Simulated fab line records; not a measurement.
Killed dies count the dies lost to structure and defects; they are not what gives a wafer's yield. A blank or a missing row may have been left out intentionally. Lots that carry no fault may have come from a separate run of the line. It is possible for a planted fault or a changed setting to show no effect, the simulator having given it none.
fab line records    flow gf180mcu
[record] lots = 6  wafers = 18  last-day = 34
route steps=602 shown M4@464 V4@476
lots untouched by any fault: they come from a run of this same line in which no faults occurred
start-h: hours from the record's first day to the start of the lot's first wafer shown    wait-h: hours since the lot's step before    " same as the row above    L1.1+2: one row covering several wafers at once    - either no value or no given start    * or withheld: withheld    < > ~ a bound
route shown NAME@n: NAME is a module with steps in the file, n the number in the route of the first one    usual: mean/standard deviation of fault-free wafers    same: alike in all rows    chamber/n: place in a boat    sites: per-site readings    _std_site: how widely they spread, as a standard deviation    _edge_site: outer sites' mean less inner sites'    radius-mm: for every site, how far away it sits from the centre of the wafer    mask NAME#n: copy n    behind: the most recent tool/chamber to have shaped the wafer    hold: what put the lot on hold/how long, in hours/how the hold closed    device: the transistor (n, p or np) that didn't switch    end of line: at the end of the route, the tests of the same wafers    where a step has no rows: the recipe by itself    killed: at the first sort, the dies lost to defects and structure; wafer yield is something else    map: shows each die of a wafer: x if killed, . if not, _ if none is there
set.NAME: the run value of the setting; set.NAME@STEP: its run value at that earlier step    model.NAME: the simulator's own value behind a step, which no gauge read
lots at selected steps of the route; one table per step, one row per wafer
services: a tool's chamber out of use, with start hour (start-h, from the record's first day; less than 0 if before it), hours out, and reason
[[steps]]
[step GF_M4_HMDS_08]
[recipe] prime-time-s = 60  prime-temp-c = 120
[step GF_M4_COAT_09]
[recipe] resist = KrF  spin-rpm = withheld  resist-thk-nm = 1000
[step GF_M4_SOFTBAKE_10]
[recipe] temp-c = 130  time-s = 60  resist = KrF
[step GF_M4_EXPOSE_11]
[recipe] mask-id = Metal4  target-cd-nm = 280  na = 0.68  source-shape = conventional  sigma-outer = 0.6  dose-mj = 28
[step GF_M4_PEB_12]
[recipe] peb-temp-c = 135  peb-time-s = 90  resist = KrF
[step GF_M4_DEVELOP_13]
[recipe] develop-time-s = 60  dev-temp-c = 21
[step GF_M4_CD_MEAS_14]
[recipe] target-cd-nm = 280
[usual] cd-nm = 279.8/1.2
lot.wafer  tool       chamber  start-h  wait-h  cd-nm
L649.2     cd-sem-01  -        553.08   0.1     278.6
L649.5     "          -        "        "       278.2
L649.6     "          -        "        "       278.4
L661.3     cd-sem-01  -        650.84   0.1     281.9
L661.4     "          -        "        "       281.5
L661.5     "          -        "        "       281.0
L662.1     cd-sem-02  -        658.56   0.2     280.1
L662.3     "          -        "        "       280.5
L662.5     "          -        "        "       279.8
L665.1     cd-sem-02  -        686.49   0.1     277.4
L665.4     "          -        "        "       278.1
L665.6     "          -        "        "       279.0
L668.1     cd-sem-02  -        697.54   0.1     278.3
L668.4     "          -        "        "       279.6
L668.6     "          -        "        "       278.4
L669.1     cd-sem-01  -        706.30   0.1     281.6
L669.3     "          -        "        "       279.6
L669.4     "          -        "        "       280.2
[step GF_M4_OVL_MEAS_15]
[usual] M4_OVL = 2/6.1
lot.wafer  tool        chamber  start-h  wait-h  M4_OVL[nm]
L649.2     overlay-02  -        553.18   0.1     1
L649.5     "           -        "        "       7
L649.6     "           -        "        "       -1
L661.3     overlay-02  -        650.94   0.1     9
L661.4     "           -        "        "       -4
L661.5     "           -        "        "       1
L662.1     overlay-01  -        658.68   0.1     2
L662.3     "           -        "        "       -1
L662.5     "           -        "        "       4
L665.1     overlay-02  -        686.61   0.1     -3
L665.4     "           -        "        "       4
L665.6     "           -        "        "       10
L668.1     overlay-01  -        697.66   0.1     4
L668.4     "           -        "        "       5
L668.6     "           -        "        "       -1
L669.1     overlay-02  -        706.42   0.1     12
L669.3     "           -        "        "       2
L669.4     "           -        "        "       4
[step GF_M4_METAL_ETCH_16]
[recipe] chemistry = Cl2/BCl3  mask-material = KrF  target-depth-nm = 627.5  stop-on = SiO2  pressure-mtorr = 8  icp-w = 800  bias-w = 140  Cl2_flow_sccm = 80  bcl3-flow-sccm = 40  time-s = 104.6
[usual] drypump-motor-current-A = 5.9/0.47  oes-product-au = 0.973/0.0064  throttle-valve-pct = 28.249/0.0098
lot.wafer  tool          chamber  start-h  wait-h  drypump-motor-current-A  oes-product-au  rf-hours-counter-h  throttle-valve-pct
L649.2     rie-metal-03  1        553.21   0.0     5.9                      0.980           3                   28.240
L649.5     "             0        "        "       5.4                      0.970           -                   28.260
L649.6     "             1        "        "       5.9                      0.969           -                   28.264
L661.3     rie-metal-01  1        651.00   0.1     5.5                      0.977           -                   28.242
L661.4     "             0        "        "       6.2                      0.967           -                   28.257
L661.5     "             1        "        "       5.5                      0.981           -                   28.239
L662.1     rie-metal-01  1        658.71   0.0     5.5                      0.972           5                   28.229
L662.3     "             0        "        "       6.2                      0.971           -                   28.255
L662.5     "             1        "        "       5.5                      0.968           -                   28.233
L665.1     rie-metal-04  1        686.64   0.0     6.7                      0.965           0                   28.275
L665.4     "             0        "        "       5.7                      0.961           -                   28.238
L665.6     "             1        "        "       6.7                      0.971           -                   28.260
L668.1     rie-metal-03  1        697.69   0.0     5.9                      0.980           8                   28.238
L668.4     "             0        "        "       5.3                      0.969           -                   28.230
L668.6     "             1        "        "       5.9                      0.964           -                   28.239
L669.1     rie-metal-04  0        706.46   0.0     5.7                      0.973           6                   28.235
L669.3     "             1        "        "       6.7                      0.985           -                   28.242
L669.4     "             0        "        "       5.7                      0.971           -                   28.248
[step GF_M4_STRIP_17]
[recipe] chemistry = O2/N2  power-w = 1400  pressure-mtorr = 1500  platen-temp-c = 250  o2-flow-sccm = 3000  n2-flow-sccm = 300  overash-fraction = 0.5
[usual] drypump-motor-current-A = 6.08/0.23  heater-power-w = 342/35  oes-product-au = 0.558/0.005  strip-time-to-endpoint-s = 7.87/0.051
lot.wafer  tool             chamber  start-h  wait-h  drypump-motor-current-A  heater-power-w  oes-product-au  rf-hours-counter-h  strip-time-to-endpoint-s
L649.2     plasma-asher-04  1        553.32   0.1     6.07                     286             0.558           13                  7.81
L649.5     "                1        "        "       6.10                     299             0.549           -                   7.78
L649.6     "                0        "        "       6.19                     310             0.557           -                   7.79
L661.3     plasma-asher-04  0        651.11   0.1     6.19                     318             0.557           -                   7.89
L661.4     "                1        "        "       6.10                     294             0.560           -                   7.91
L661.5     "                1        "        "       6.11                     297             0.557           -                   7.90
L662.1     plasma-asher-02  1        658.82   0.1     5.98                     372             0.551           86                  7.88
L662.3     "                0        "        "       6.10                     333             0.557           -                   7.89
L662.5     "                0        "        "       6.10                     326             0.554           -                   7.84
L665.1     plasma-asher-02  1        686.75   0.1     6.00                     377             0.563           89                  7.91
L665.4     "                0        "        "       6.14                     343             0.561           -                   7.88
L665.6     "                0        "        "       6.13                     321             0.556           -                   7.89
L668.1     plasma-asher-01  0        697.80   0.1     6.48                     390             0.563           110                 7.80
L668.4     "                1        "        "       5.58                     382             0.564           -                   7.87
L668.6     "                0        "        "       6.45                     392             0.556           -                   7.83
L669.1     plasma-asher-04  0        706.57   0.1     6.19                     312             0.561           29                  7.89
L669.3     "                0        "        "       6.19                     312             0.557           -                   7.91
L669.4     "                1        "        "       6.11                     290             0.566           -                   7.89
[step GF_M4_STRIP_18]
[recipe] chemistry = post-etch-residue-remover  time-s = 1200  temp-c = 72.5
[step GF_M4_CLEAN_19]
[recipe] chemistry = DIW  dry = n2-spin
[step GF_V4_CVD_00]
[recipe] material = SiO2  target-thk-nm = 600  sigma-open-frac = 0.3  temp-c = 400  time-s = 100  sih4-flow-sccm = 60  pressure-mtorr = 6
[usual] pressure-mtorr = 5.998/0.012  run-length-s = 127.9/0.32
lot.wafer  tool       chamber  start-h  wait-h  pressure-mtorr  run-length-s
L649.2     hdpcvd-02  1        553.87   0.0     5.981           127.6
L649.5     "          1        "        "       5.980           127.6
L649.6     "          2        "        "       6.004           127.7
L661.3     hdpcvd-01  2        651.67   0.0     -               -
L661.4     "          0        "        "       -               -
L661.5     "          2        "        "       -               -
L662.1     hdpcvd-02  0        659.36   0.0     -               -
L662.3     "          1        "        "       -               -
L662.5     "          0        "        "       -               -
L665.1     hdpcvd-02  1        687.39   0.0     6.005           128.2
L665.4     "          2        "        "       5.994           128.0
L665.6     "          0        "        "       6.004           128.0
L668.1     hdpcvd-02  2        698.34   0.0     5.967           128.3
L668.4     "          0        "        "       6.009           128.1
L668.6     "          2        "        "       5.989           127.7
L669.1     hdpcvd-01  1        707.11   0.0     5.968           127.5
L669.3     "          0        "        "       5.972           128.2
L669.4     "          2        "        "       6.001           128.2
[step GF_V4_CVD_02]
[recipe] material = SiO2  target-thk-nm = 850  precursor = TEOS  temp-c = 400  time-s = 94.851  rf-w = 600
[usual] heater-power-outer-w = 382/57  heater-power-w = 657/88
lot.wafer  tool      chamber  start-h  wait-h  heater-power-outer-w  heater-power-w
L649.2     pecvd-01  1        554.00   0.0     406                   722
L649.5     "         2        "        "       365                   649
L649.6     "         1        "        "       434                   794
L661.3     pecvd-03  1        651.80   0.0     393                   636
L661.4     "         1        "        "       300                   500
L661.5     "         0        "        "       479                   813
L662.1     pecvd-01  2        659.49   0.1     385                   689
L662.3     "         1        "        "       347                   669
L662.5     "         0        "        "       476                   746
L665.1     pecvd-03  2        687.52   0.1     408                   700
L665.4     "         2        "        "       298                   555
L665.6     "         1        "        "       358                   592
L668.1     pecvd-02  2        698.47   0.1     306                   602
L668.4     "         0        "        "       344                   550
L668.6     "         2        "        "       326                   627
L669.1     pecvd-01  1        707.25   0.1     427                   781
L669.3     "         2        "        "       403                   699
L669.4     "         2        "        "       299                   562
[step GF_V4_CMP_04]
[recipe] material = SiO2  down-force-psi = 4  platen-rpm = 60  pad-velocity-m-s = 0.94248
[usual] motor-current-A = 11.9/0.96
lot.wafer  tool    chamber  start-h  wait-h  motor-current-A
L649.2     cmp-01  2        554.23   0.1     12.0
L649.6     "       0        "        "       10.5
L649.5     "       1        "        "       12.8
L661.4     cmp-01  0        651.97   0.0     11.1
L661.3     "       3        "        "       12.3
L661.5     "       0        "        "       11.4
L662.1     cmp-01  0        659.62   0.1     11.5
L662.3     "       1        "        "       13.5
L662.5     "       0        "        "       11.7
L665.4     cmp-01  1        687.75   0.1     12.5
L665.1     "       2        "        "       12.4
L665.6     "       0        "        "       11.2
L668.4     cmp-02  3        698.70   0.1     11.6
L668.1     "       0        "        "       13.9
L668.6     "       1        "        "       10.0
L669.1     cmp-01  1        707.51   0.2     12.8
L669.4     "       3        "        "       12.0
L669.3     "       0        "        "       11.0
[step GF_V4_BOW_MEAS_05]
[recipe] mode = bow
[usual] V4_BOW = 135/7.7
lot.wafer  tool           chamber  start-h  wait-h  V4_BOW[um]
L649.2     film-metro-01  -        554.45   0.2     137
L649.5     "              -        "        "       122
L649.6     "              -        "        "       135
L661.3     film-metro-01  -        652.31   0.1     110
L661.4     "              -        "        "       112
L661.5     "              -        "        "       106
L662.1     film-metro-04  -        659.92   0.2     106
L662.3     "              -        "        "       112
L662.5     "              -        "        "       115
L665.1     film-metro-04  -        687.95   0.1     133
L665.4     "              -        "        "       122
L665.6     "              -        "        "       137
L668.1     film-metro-01  -        698.90   0.1     132
L668.4     "              -        "        "       134
L668.6     "              -        "        "       132
L669.1     film-metro-01  -        707.81   0.2     137
L669.3     "              -        "        "       123
L669.4     "              -        "        "       131
[step GF_V4_DEHYDRATE_06]
[recipe] temp-c = 200  time-s = 60
[[services]]
tool             chamber  start-h  hours  kind
hdpcvd-01        -        539.25   15.0   pm
hdpcvd-02        1        539.98   4.0    repair
plasma-asher-01  -        567.40   2.2    repair
cmp-01           -        570.05   8.1    pm
cmp-02           -        572.05   4.0    pm
cmp-02           -        574.46   6.4    repair
pecvd-03         2        581.11   6.7    repair
cmp-01           -        581.18   4.3    pm
pecvd-01         2        592.29   18.7   repair
rie-metal-03     -        599.82   0.3    repair
cmp-01           -        609.97   1.6    repair
cmp-01           -        611.00   0.5    repair
pecvd-02         2        618.75   17.2   repair
plasma-asher-04  -        623.38   1.2    repair
rie-metal-01     -        625.46   2.5    repair
hdpcvd-02        -        627.50   0.4    repair
hdpcvd-01        -        629.68   1.8    repair
rie-metal-03     -        630.16   0.3    repair
pecvd-03         -        630.17   1.1    repair
rie-metal-03     1        630.28   5.3    repair
pecvd-03         -        643.32   1.2    repair
pecvd-03         0        677.48   5.1    repair
plasma-asher-02  -        678.67   2.5    repair
hdpcvd-01        -        684.19   6.0    pm
[[key]]
[first-sign] step = GF_V4_CVD_00  reading = tool-record  direction = missing
[effect] step = GF_V4_BOW_MEAS_05  reading = V4_BOW  direction = down  sigmas = 3.2  usual = 135  struck = 110
met-at GF_V4_CVD_00
struck-wafers L661.3,L661.4,L661.5,L662.1,L662.3,L662.5
later-rows-left-out L661.3,L661.4,L661.5,L662.1,L662.3,L662.5
sort-left-out L661.3,L661.4,L661.5,L662.1,L662.3,L662.5
onset-between 553.87 651.67
[fault] kind = skipped-step-whole  tool = hdpcvd-01,hdpcvd-02  chamber = -  onset-h = 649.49  steps = GF_V4_CVD_00  scope = struck-lots-only
// sort-left-out: the simulated sort isn't trusted on such a fault, so these wafers' sort isn't shown, and their yield isn't known
// later-rows-left-out: the simulator's readings of these wafers behind a module that went badly wrong aren't trusted and aren't shown, but for the sort
